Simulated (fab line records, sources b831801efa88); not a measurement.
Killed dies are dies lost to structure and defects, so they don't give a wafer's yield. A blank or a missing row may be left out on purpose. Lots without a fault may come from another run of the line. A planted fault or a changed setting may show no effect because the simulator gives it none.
Which tool did it? | flow sky130 | 11 lots, 33 wafers sampled, at 5 steps of a route of 708

WHAT THE GAUGES READ, wafer by wafer
SKY_FIELD_ISO_THK_MEAS_25. Usual: FIELD_ISO_CVD_24_THK 596 nm, standard deviation 4.9.
lot  | measured    | on            | FIELD_ISO_CVD_24_THK (nm) | flag
L586 | day 2 13:02 | film_metro-03 | 596 598 584               |
L588 | day 2 21:21 | film_metro-01 | 599 597 604               |
L592 | day 3 17:57 | film_metro-02 | 598 593 598               |
L595 | day 4 13:55 | film_metro-03 | 596 607 599               |
L599 | day 5 07:28 | film_metro-02 | 598 599 610               |
L600 | day 5 14:02 | film_metro-02 | 603 602 599               |
L601 | day 5 18:56 | film_metro-02 | 592 595 588               |
L603 | day 6 05:00 | film_metro-01 | 592 590 595               |
L604 | day 6 09:49 | film_metro-01 | 596 606 601               |
L607 | day 7 01:35 | film_metro-03 | 594 595 597               |
L608 | day 7 07:39 | film_metro-03 | 599 596 602               |

SKY_POLY_GATE_THK_MEAS_21. Usual: POLY_GATE_OXIDATION_THK 4.00 nm, standard deviation 0.08.
lot  | measured     | on            | POLY_GATE_OXIDATION_THK (nm)  | flag
L586 | day 16 05:16 | film_metro-04 | 4.08 4.04 4.11                |
L588 | day 17 09:21 | film_metro-02 | 4.01 3.99 4.16                |
L592 | day 18 20:48 | film_metro-04 | 4.17 4.21 4.18                |
L595 | day 20 16:22 | film_metro-01 | 4.00 4.09 4.06                |
L599 | day 21 13:28 | film_metro-04 | 2.39 2.46 2.33 2.35 2.41 2.34 | OFF
L600 | day 21 18:40 | film_metro-04 | 2.39 2.30 2.30 2.33 2.31 2.29 | OFF
L601 | day 21 23:59 | film_metro-02 | 2.41 2.34 2.37 2.39 2.33 2.35 | OFF
L603 | day 22 17:04 | film_metro-02 | 3.94 3.90 3.96                |
L604 | day 23 08:01 | film_metro-04 | 4.01 4.07 4.02                |
L607 | day 24 03:15 | film_metro-04 | 3.98 4.05 4.01                |
L608 | day 24 13:34 | film_metro-01 | 3.96 3.98 4.06                |

SKY_LOCAL_INTERCONNECT_THK_MEAS_02: measures by xrf. Usual: LOCAL_INTERCONNECT_TIN_THK 97.6 nm, standard deviation 0.98.
lot  | measured     | on            | LOCAL_INTERCONNECT_TIN_THK (nm) | flag
L586 | day 28 20:10 | film_metro-02 | 97.5 96.9 97.4                  |
L588 | day 29 22:14 | film_metro-03 | 96.9 96.1 96.4                  |
L592 | day 31 10:01 | film_metro-03 | 98.1 98.7 99.2                  |
L595 | day 32 21:08 | film_metro-04 | 98.1 97.6 97.5                  |
L599 | day 33 14:10 | film_metro-02 | 98.7 97.2 97.9                  |
L600 | day 33 20:16 | film_metro-04 | 98.9 97.7 98.2                  |
L601 | day 33 23:49 | film_metro-02 | 98.3 96.3 96.6                  |
L603 | day 34 15:47 | film_metro-02 | 98.9 98.9 98.9                  |
L604 | day 35 04:58 | film_metro-03 | 97.6 97.7 99.0                  |
L607 | day 36 01:46 | film_metro-04 | 98.6 97.6 98.2                  |
L608 | day 36 06:48 | film_metro-02 | 98.1 97.0 97.8                  |

WHICH TOOL RAN EACH LOT (tool, then ch and the chambers of the sampled wafers, then the start)
lot  | SKY_POLY_GATE_OXIDATION_20    | SKY_LDD_HVP_STRIP_09
L586 | furnace-01 ch 0, day 16 04:01 | plasma_asher-03 ch 0,1, day 21 06:44
L588 | furnace-01 ch 0, day 17 08:06 | plasma_asher-01 ch 0,1, day 22 12:44
L592 | furnace-01 ch 0, day 18 19:33 | plasma_asher-04 ch 0,1, day 24 02:01
L595 | furnace-01 ch 0, day 20 15:07 | plasma_asher-03 ch 0,1, day 25 17:04
L599 | furnace-01 ch 0, day 21 12:12 | plasma_asher-04 ch 0,1, day 26 13:59
L600 | furnace-01 ch 0, day 21 17:24 | plasma_asher-04 ch 0,1, day 26 18:29
L601 | furnace-01 ch 0, day 21 22:44 | plasma_asher-01 ch 0,1, day 26 22:00
L603 | furnace-02 ch 0, day 22 15:48 | plasma_asher-01 ch 0,1, day 27 16:23
L604 | furnace-02 ch 0, day 23 06:45 | plasma_asher-01 ch 0,1, day 28 05:24
L607 | furnace-02 ch 0, day 24 02:00 | plasma_asher-04 ch 0,1, day 28 22:34
L608 | furnace-01 ch 0, day 24 12:18 | plasma_asher-04 ch 0,1, day 29 06:25
- SKY_POLY_GATE_OXIDATION_20: stabilise 600 s, purge 300 s, target thk 4 nm.
- SKY_LDD_HVP_STRIP_09: strips in O2/N2.

WHAT THE TOOLS THEMSELVES READ (means of the sampled wafers that have a number; where no wafer has one, the mark that the record gives instead)
SKY_POLY_GATE_OXIDATION_20. Usual: spike_tc_bottom_C 870.5 C, standard deviation 1.5; spike_tc_centre_C 850.6 C, standard deviation 1; spike_tc_lower_C 850.8 C, standard deviation 1; spike_tc_top_C 865.7 C, standard deviation 1.3; spike_tc_upper_C 849.9 C, standard deviation 0.99; tube_center_temp_C 849.99 C, standard deviation 0.062; tube_center_temp_C_max 852.2, standard deviation 0.36; zone_power_bottom_pct 23.4 %, standard deviation 1.8; zone_power_lower_pct 16.23 %, standard deviation 0.21; zone_power_top_pct 27.0 %, standard deviation 0.49; zone_power_upper_pct 15.89 %, standard deviation 0.16.
lot  | tool       | spike_tc_bottom_C (C) | spike_tc_centre_C (C) | spike_tc_lower_C (C) | spike_tc_top_C (C) | spike_tc_upper_C (C) | tube_center_temp_C (C) | tube_center_temp_C_max | zone_power_bottom_pct (%) | zone_power_lower_pct (%) | zone_power_top_pct (%) | zone_power_upper_pct (%) | flag
L586 | furnace-01 | 870.8                 | 850.6                 | 850.8                | 866.1              | 850.2                | 849.97                 | 851.9                  | 21.7                      | 16.21                    | 27.6                   | 15.85                    |
L588 | furnace-01 | 871.5                 | 850.7                 | 850.3                | 865.3              | 849.8                | 850.02                 | 852.5                  | 21.8                      | 16.49                    | 27.3                   | 15.86                    |
L592 | furnace-01 | 870.9                 | 850.5                 | 850.5                | 865.0              | 850.5                | 850.01                 | 852.5                  | 21.7                      | 16.49                    | 27.5                   | 15.71                    |
L595 | furnace-01 | 871.5                 | 850.9                 | 849.7                | 864.6              | 849.7                | 849.97                 | 852.0                  | 21.8                      | 16.39                    | 27.3                   | 15.87                    |
L599 | furnace-01 | 832.7                 | 812.5                 | 812.5                | 827.1              | 811.2                | 811.12                 | 813.4                  | 19.8                      | 14.65                    | 25.3                   | 14.31                    | OFF
L600 | furnace-01 | 833.9                 | 812.6                 | 812.8                | 826.6              | 811.3                | 811.17                 | 813.4                  | 19.7                      | 14.80                    | 25.4                   | 14.30                    | OFF
L601 | furnace-01 | 833.2                 | 811.5                 | 810.5                | 827.3              | 811.4                | 811.12                 | 813.5                  | 19.6                      | 14.73                    | 25.6                   | 14.36                    | OFF
L603 | furnace-02 | 869.5                 | 850.5                 | 851.7                | 866.1              | 849.8                | 849.94                 | 852.4                  | 25.1                      | 16.18                    | 26.6                   | 15.89                    |
L604 | furnace-02 | 868.8                 | 850.2                 | 851.6                | 866.5              | 848.9                | 849.98                 | 852.5                  | 24.9                      | 16.08                    | 26.7                   | 16.02                    |
L607 | furnace-02 | 869.4                 | 850.2                 | 851.5                | 867.7              | 849.7                | 850.00                 | 852.1                  | 25.3                      | 16.06                    | 26.5                   | 15.91                    |
L608 | furnace-01 | 872.7                 | 850.5                 | 849.2                | 864.6              | 849.4                | 850.00                 | 852.4                  | 21.9                      | 16.46                    | 27.5                   | 15.90                    |

SKY_LDD_HVP_STRIP_09. Usual: chamber_pressure_mTorr 1500.1 mTorr, standard deviation 1.3; drypump_motor_current_A 5.6 A, standard deviation 0.33; oes_product_au 0.409 a.u., standard deviation 0.0046; strip_time_to_endpoint_s 4.140 s, standard deviation 0.018.
lot  | tool            | chamber_pressure_mTorr (mTorr) | drypump_motor_current_A (A) | oes_product_au (a.u.) | strip_time_to_endpoint_s (s) | flag
L586 | plasma_asher-03 | 1500.1                         | 5.9                         | 0.410                 | 4.178                        |
L588 | plasma_asher-01 | 1500.4                         | 5.5                         | 0.408                 | 4.152                        |
L592 | plasma_asher-04 | 1500.7                         | 5.2                         | 0.408                 | 4.148                        |
L595 | plasma_asher-03 | 1499.6                         | 5.9                         | 0.408                 | 4.140                        |
L599 | plasma_asher-04 | 1500.1                         | 5.4                         | 0.415                 | 4.145                        |
L600 | plasma_asher-04 | 1500.1                         | 5.2                         | 0.407                 | 4.158                        |
L601 | plasma_asher-01 | 1499.9                         | 5.6                         | 0.406                 | 4.135                        |
L603 | plasma_asher-01 | 1501.8                         | 5.5                         | 0.409                 | 4.138                        |
L604 | plasma_asher-01 | 1501.5                         | 5.5                         | 0.411                 | 4.140                        |
L607 | plasma_asher-04 | 1499.3                         | 5.4                         | 0.408                 | 4.131                        |
L608 | plasma_asher-04 | 1500.5                         | 5.2                         | 0.408                 | 4.122                        |

THE ANSWER, worked out from the rows above alone
Rule: a lot is off if the mean of its wafers that have a number lies more than 3 standard deviations from the usual mean. A lot without any number at a reading at which 4 lots or more have one is off too. The other lots that the step has rows for count as sound. The gauges are gone through in route order, then the tools' own readings, and for those a lot's mean is taken as printed above. The first step at which some lot is off is used, and at that step the reading that is off furthest; a lot without a number counts as furthest.
Off: L599, L600, L601, at SKY_POLY_GATE_THK_MEAS_21 (POLY_GATE_OXIDATION_THK).
A tool fits if, at a process step before that reading, it ran every lot that is off, and no sound lot after the first of them. The gauges at SKY_POLY_GATE_THK_MEAS_21 aren't tried: what is off there is off at SKY_POLY_GATE_OXIDATION_20 too, on other tools, and a gauge's error can't cause that. None of those tried fits.

WHAT THE SIMULATOR HAD PUT IN
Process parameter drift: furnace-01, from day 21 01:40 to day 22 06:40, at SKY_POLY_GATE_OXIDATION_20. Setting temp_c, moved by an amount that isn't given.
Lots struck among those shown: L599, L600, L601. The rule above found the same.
